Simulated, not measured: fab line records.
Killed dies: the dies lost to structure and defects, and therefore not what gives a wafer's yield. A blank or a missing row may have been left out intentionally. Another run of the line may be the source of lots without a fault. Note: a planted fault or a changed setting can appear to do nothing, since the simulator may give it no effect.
Code-filled problem report in 8D (eight disciplines) form	flow sky130	the parts of the form that need people (team, actions taken, sign-off) are left out

1. PROBLEM STATEMENT
CAP2M_CVD_00_THK at SKY_CAP2M_THK_MEAS_01 reads a mean of 6.35 nm on 2 wafers of 1 lot; wafers without a fault read 15.64 nm with a standard deviation of 0.26. Relative to the usual mean, that is a shift of -36 standard deviations.
Seen first at day 46 05:20 on film metro-02, wafer L206.3. At this step, 33 wafers from 11 lots have a number in the record. Rule for "out" (also "out of limits"): further than 4 standard deviations from the usual mean. The other wafers with a number count as sound.

2. WHAT IT IS, AND WHAT IT ISN'T
question	is	is not
which readings at this step	CAP2M_CVD_00_THK	-
which lots	L206	L186, L191, L192, L195, L196, L201, L202, L203, L207, L209
which wafers of those lots	L206.3, L206.4	L206.2
read on which gauges	film metro-02	film metro-03, film metro-04
when	from day 46 05:20	up to then (25 sound wafers); but 6 sound wafers of L207, L209 came after

3. WHAT RULES OUT EACH SUSPECT
Counting: any tool at a process step up to the reading remains a suspect provided it ran every lot that is out. Sound lots after the first of them don't rule it out here, since some wafers of a struck lot are sound.
- the gauge at SKY_CAP2M_THK_MEAS_01: ruled out. All the wafers that are out were read on film metro-02, but those of them that SKY_METAL4_ETCH_17 has rows for are out there too, on other tools.
- pvd sputter-04 at SKY_VIA3_SPUTTER_20 (material TiN, target thk 20 nm, time 80 s): kept. It ran the lot that is out, L206 (day 46 04:29).
- cmp-01 at SKY_VIA3_CMP_24 (polishes, stops on SiO2, t overpolish 20 s, target thk 0 nm): kept. It ran the lot that is out, L206 (day 46 04:52); its last sound lot up to then is L203 (day 45 06:16).
- pecvd-04 at SKY_CAP2M_CVD_00 (deposits SiO2, target thk 15.5 nm): kept. It ran the lot that is out, L206 (day 46 05:19); its last sound lot up to then is L202 (day 45 04:35).
- Within cmp-01 at SKY_VIA3_CMP_24: the wafers that are out ran in chambers 0, 1; their sound lot-mates ran in chamber 2.
- Within pecvd-04 at SKY_CAP2M_CVD_00: the wafers that are out ran in chamber 2; their sound lot-mates ran in chamber 1.
After the count, these remain: pvd sputter-04 at SKY_VIA3_SPUTTER_20, cmp-01 at SKY_VIA3_CMP_24 and pecvd-04 at SKY_CAP2M_CVD_00.

4. THE CAUSE (what the simulator had put in)
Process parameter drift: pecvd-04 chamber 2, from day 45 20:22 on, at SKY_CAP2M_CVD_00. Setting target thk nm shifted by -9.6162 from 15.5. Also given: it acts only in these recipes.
Counting leaves 3 suspects; this tool is one of them.

5. THE EFFECT CHAIN, in route order
Rows list readings where the struck wafers' mean (over those with a number) sits beyond 3 standard deviations from the usual. Scope: only readings with a usual standard deviation given in the record; hours: median across lots of the time from each lot's start at the first step in this table that gives one to its start at this step; sigmas: change in usual standard deviations.
hours	step	reading	usual	on struck wafers	change	sigmas
0	SKY_CAP2M_THK_MEAS_01	CAP2M_CVD_00_THK	15.64 nm	6.35	-9.29	-36
43	SKY_METAL4_ETCH_17	oes product au	0.758 a.u.	0.534	-0.224	-30
The process steps in it:
- SKY_METAL4_ETCH_17: etches SiO2 in C4F8/O2/Ar, stops on TiN, time 3.9 s, target depth 15 nm.

6. HOW IT WOULD HAVE BEEN CAUGHT EARLIER
Counted from the fault's start at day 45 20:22, it took 9 hours until the first out-of-limits reading at a measuring or inspecting step in this record, taken at day 46 05:20.
No tool reading at SKY_CAP2M_CVD_00 that has a usual standard deviation in the record was out on any struck wafer, so an alarm limit of 4 standard deviations on those readings would not have fired.
Each of the lots that are out, 1 in all, had begun SKY_CAP2M_CVD_00 on pecvd-04 no later than day 46 05:20. Had the tool been put on hold then, not one of them would have been saved.
